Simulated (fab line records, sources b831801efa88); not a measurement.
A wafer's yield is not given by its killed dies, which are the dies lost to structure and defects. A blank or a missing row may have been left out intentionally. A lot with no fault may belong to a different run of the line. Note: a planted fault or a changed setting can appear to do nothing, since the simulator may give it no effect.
Which tool was responsible? -- flow gf180mcu -- 18 wafers from 6 lots sampled at 2 of the route's 602 steps

## WHAT EACH GAUGE READ, for each wafer
GF_HV_LDD_THK_MEAS_57.
lot,measured,on,HV_LDD_CVD_56_THK (nm)
L384,day 13 22:24,filmMetro-01,88.3 87.9 88.7
L387,day 14 12:52,filmMetro-03,89.2 89.9 89.5
L389,day 15 03:15,filmMetro-02,90.2 89.8 90.2
L390,day 15 12:22,filmMetro-01,89.3 90.1 91.0
L392,day 16 02:19,filmMetro-03,90.4 90.0 90.5
L403,day 19 17:10,filmMetro-03,77.7 78.1 77.3

## WHICH TOOL RAN EACH LOT (tool, then ch and the chambers of the sampled wafers, then the start)
lot,GF_HV_LDD_CVD_56
L384,"lpcvd-01 ch 1, day 13 20:58"
L387,"lpcvd-02 ch 1, day 14 11:26"
L389,"lpcvd-02 ch 1, day 15 01:49"
L390,"lpcvd-02 ch 0, day 15 10:56"
L392,"lpcvd-02 ch 1, day 16 00:52"
L403,"lpcvd-02 ch 0, day 19 15:43"
- GF_HV_LDD_CVD_56: deposits Si3N4 from DCS/NH3, target thk 90 nm, time 1543 s.

## THE ANSWER, worked out from the rows above alone
Rule: what is usual is taken from the lots themselves. Put in order of their means at a reading, lots are off if they are a third of the lots or fewer, leave a main group of 4 or more, and stand apart from it by a gap of 3 or more times the standard deviation of the main group's means; of several such gaps the widest counts. Not used: any main group whose means are identical at the precision the tables above print for the reading. A lot without any number at a reading at which 4 lots or more have one is off too. All remaining lots with rows at the step are treated as sound.
Off: L403, at GF_HV_LDD_THK_MEAS_57 (HV_LDD_CVD_56_THK). The main group: mean 89.7 nm, standard deviation 0.73.
If a tool, at a process step before that reading, ran all the lots that are off and no sound lot after the first of them, it fits. Gauges at GF_HV_LDD_THK_MEAS_57: tried the same way as those tools. This does not decide it: 2 tools fit, namely lpcvd-02 at GF_HV_LDD_CVD_56 and filmMetro-03 at GF_HV_LDD_THK_MEAS_57.

## WHAT THE SIMULATOR HAD PUT IN
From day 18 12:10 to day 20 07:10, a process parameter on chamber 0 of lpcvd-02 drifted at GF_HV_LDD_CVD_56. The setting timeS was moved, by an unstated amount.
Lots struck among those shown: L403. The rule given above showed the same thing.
